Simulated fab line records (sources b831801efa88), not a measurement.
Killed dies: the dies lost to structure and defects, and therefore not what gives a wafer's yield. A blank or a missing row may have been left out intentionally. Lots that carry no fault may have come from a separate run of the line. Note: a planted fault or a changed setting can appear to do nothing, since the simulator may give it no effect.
A lot that was struck, set against a sound lot ; flow sfqLine ; 42 steps out of a route of 325
Sound: these wafers, L506.4, L506.5, L506.6. Struck: wafer L514.1 (left out: L514.4, L514.5 of the same lot, which were not struck); the cause appears at the end.
For every step that has rows: the tool of each side, followed by ch and its chambers, followed by its first start. Under that, the readings that differ: sound wafers ; struck wafers ; difference of the means ; sigmas: that difference in standard deviations of wafers without a fault.
alike: readings with means less than 2 such deviations apart, plus words and numbers identical on both sides. not compared: withheld readings, readings lacking a value on some wafer, bounds such as >300 that could conceal the same value, and numbers that have no deviation in the record and whose values overlap.
Wherever a step has rows on one side only, a row that says differs or no value, or a row with sigmas, the two part there. Numbers that have no deviation but don't overlap get no sigmas and don't part them. A reading missing from all wafers of one side parts the sides only when that side holds two or more wafers.

SFQ_I6_OVL_MEAS_942:
  struck on overlay-02, day 73 20:56; sound on overlay-01, day 68 20:26
reading;sound;struck;difference;sigmas
I6_OVL (nm);-1 -2 -3;9;+11;+2
SFQ_TRILAYER_I6_VIA_BARC_OPEN_VIA_ETCH_235: etches BARC in O2, target depth 125 nm, time 41.7 s.
  sound on rieDiel-01 ch 1,2,3, day 68 20:28; struck on rieDiel-04 ch 3, day 73 20:58
  alike: chamberPressureMTorr, drypumpMotorCurrentA, oesProductAu
  not compared: rfHoursCounterH
then, 4 steps without rows for these wafers: SFQ_TRILAYER_I6_VIA_ETCH_VIA_ETCH_172 (etches SiO2 in CHF3, stops on Nb, target depth 260 nm); SFQ_TRILAYER_I6_VIA_STRIP_STRIP_173 (strips in O2); SFQ_TRILAYER_I6_VIA_STRIP_SOLV_CLEAN_174 (cleans in NMP, time 600 s); SFQ_TRILAYER_M7_DEP_PRE_CLEAN_176 (time 22.5 s).
SFQ_TRILAYER_M7_DEP_SPUTTER_175: material Nb, target thk 200 nm, time 133.3 s.
  struck on pvdSputter-03, day 73 21:56; sound on pvdSputter-06, day 68 21:25
  alike: basePressurePa, throttleValvePct
SFQ_M7_RS_MEAS_943: uses a four-point probe to measure.
  struck on filmMetro-02, day 73 22:01; sound on filmMetro-04, day 68 21:34
  alike: M7_NB_RS
then, 3 steps without rows for these wafers: SFQ_TRILAYER_M7_LITHO_COAT_182 (resist thk 62 nm); SFQ_TRILAYER_M7_LITHO_COAT_177 (resist thk 600 nm); SFQ_TRILAYER_M7_LITHO_SOFTBAKE_181.
SFQ_TRILAYER_M7_LITHO_EXPOSE_178: exposes mask M7, target cd 500 nm.
  sound on krfScanner-02 ch 0, day 69 22:03; struck on krfScanner-02 ch 0, day 74 03:50
  alike: mask
then, 2 steps without rows for these wafers: SFQ_TRILAYER_M7_LITHO_PEB_180 (peb time 60 s); SFQ_TRILAYER_M7_LITHO_DEVELOP_179 (time 60 s).
SFQ_M7_OVL_MEAS_945:
  struck on overlay-02, day 74 05:20; sound on overlay-02, day 69 22:58
  alike: M7_OVL
SFQ_TRILAYER_M7_BARC_OPEN_METAL_ETCH_229: etches BARC in O2, target depth 125 nm, time 41.7 s.
  sound on rieMetal-02 ch 0,1, day 69 23:00; struck on rieMetal-03 ch 0, day 74 05:22
reading;sound;struck;difference;sigmas
rfHoursCounterH (h);- - -;93;no value on the sound wafers;
model.M7.cdNm (nm);499.9 500 501.6;484.7;-15.8;
  alike: chamberPressureMTorr, drypumpMotorCurrentA, oesProductAu
SFQ_TRILAYER_M7_ETCH_METAL_ETCH_180: etches Nb in Cl2/Ar, stops on SiO2, target depth 240 nm, time 120 s.
  sound on rieMetal-02 ch 0,1, day 69 23:05; struck on rieMetal-03 ch 0, day 74 05:26
reading;sound;struck;difference;sigmas
chamberPressureMTorr (mTorr);10.013 10.008 9.993;9.984;-0.021;-2
rfHoursCounterH (h);- - -;93;no value on the sound wafers;
model.M7.cdNm (nm);499.7 502.6 501.9;485.8;-15.6;
  alike: drypumpMotorCurrentA, oesProductAu
SFQ_TRILAYER_M7_STRIP_STRIP_181: strips in O2.
  sound on rieMetal-02 ch 0,1, day 69 23:22; struck on rieMetal-03 ch 0, day 74 05:34
reading;sound;struck;difference;sigmas
chamberPressureMTorr (mTorr);50.07 49.99 50.08;49.95;-0.10;-2
rfHoursCounterH (h);- - -;93;no value on the sound wafers;
  alike: drypumpMotorCurrentA, oesProductAu
then, 2 steps without rows for these wafers: SFQ_TRILAYER_M7_STRIP_SOLV_CLEAN_182 (cleans in NMP, time 600 s); SFQ_TRILAYER_I7_DEP_PECVD_183 (deposits SiO2 from SiH4/N2O, time 111.11 s, target thk 500 nm).
SFQ_TRILAYER_I7_CMP_CMP_184: polishes SiO2.
  sound on cmp-01 ch 2,3, day 70 15:27; struck on cmp-02 ch 2, day 74 07:25
reading;sound;struck;difference;sigmas
motorCurrentA (A);10.5 10.8 11.3;12.4;+1.5;+3
  alike: timeToEndpointS
SFQ_I7_BOW_MEAS_946:
  struck on filmMetro-03, day 74 09:25; sound on filmMetro-01, day 70 18:31
  alike: I7_BOW
SFQ_TRILAYER_I7_METRO_MEASURE_185:
  struck on filmMetro-03, day 74 09:32; sound on filmMetro-01, day 70 19:10
  alike: thkNm
then, 6 steps without rows for these wafers: SFQ_TRILAYER_I7_VIA_LITHO_COAT_192 (resist thk 62 nm); SFQ_TRILAYER_I7_VIA_LITHO_COAT_187 (resist thk 650 nm); SFQ_TRILAYER_I7_VIA_LITHO_SOFTBAKE_191; SFQ_TRILAYER_I7_VIA_LITHO_EXPOSE_188 (exposes mask I7, target cd 1000 nm); SFQ_TRILAYER_I7_VIA_LITHO_PEB_190 (peb time 60 s); SFQ_TRILAYER_I7_VIA_LITHO_DEVELOP_189 (time 60 s).
-- the record jumps here: 2 days lie between the struck wafers' starts before and after --
SFQ_I7_OVL_MEAS_947:
  struck on overlay-02, day 76 18:46; sound on overlay-02, day 71 14:22
  alike: I7_OVL
then, 11 steps without rows for these wafers: SFQ_TRILAYER_I7_VIA_BARC_OPEN_VIA_ETCH_260 (etches BARC in O2, target depth 125 nm, time 41.7 s); SFQ_TRILAYER_I7_VIA_ETCH_VIA_ETCH_190 (etches SiO2 in CHF3, stops on Nb, target depth 260 nm); SFQ_TRILAYER_I7_VIA_STRIP_STRIP_191 (strips in O2); SFQ_TRILAYER_I7_VIA_STRIP_SOLV_CLEAN_192 (cleans in NMP, time 600 s); SFQ_TRILAYER_M8_LITHO_LOR_COAT_197; SFQ_TRILAYER_M8_LITHO_LOR_BAKE_198; SFQ_TRILAYER_M8_LITHO_COAT_193 (resist thk 600 nm); SFQ_TRILAYER_M8_LITHO_SOFTBAKE_199; SFQ_TRILAYER_M8_LITHO_EXPOSE_194 (exposes mask M8, target cd 2000 nm); SFQ_TRILAYER_M8_LITHO_PEB_196 (peb time 60 s); SFQ_TRILAYER_M8_LITHO_DEVELOP_195 (img clear 15 s, time 55 s).
SFQ_M8_BOW_MEAS_951:
  struck on filmMetro-03, day 77 00:50; sound on filmMetro-01, day 72 05:56
reading;sound;struck;difference;sigmas
model.etest.m7.ohmUm;1.776 1.772 1.763;1.824;+0.054;
  alike: M8_BOW

## WHERE THEY PART
First at SFQ_I6_OVL_MEAS_942; last, within this record, at SFQ_TRILAYER_I7_CMP_CMP_184. Later steps at which nothing parts them and some readings are alike: SFQ_I7_BOW_MEAS_946, SFQ_TRILAYER_I7_METRO_MEASURE_185, SFQ_I7_OVL_MEAS_947, SFQ_M8_BOW_MEAS_951.

WHY: what had been put in by the simulator
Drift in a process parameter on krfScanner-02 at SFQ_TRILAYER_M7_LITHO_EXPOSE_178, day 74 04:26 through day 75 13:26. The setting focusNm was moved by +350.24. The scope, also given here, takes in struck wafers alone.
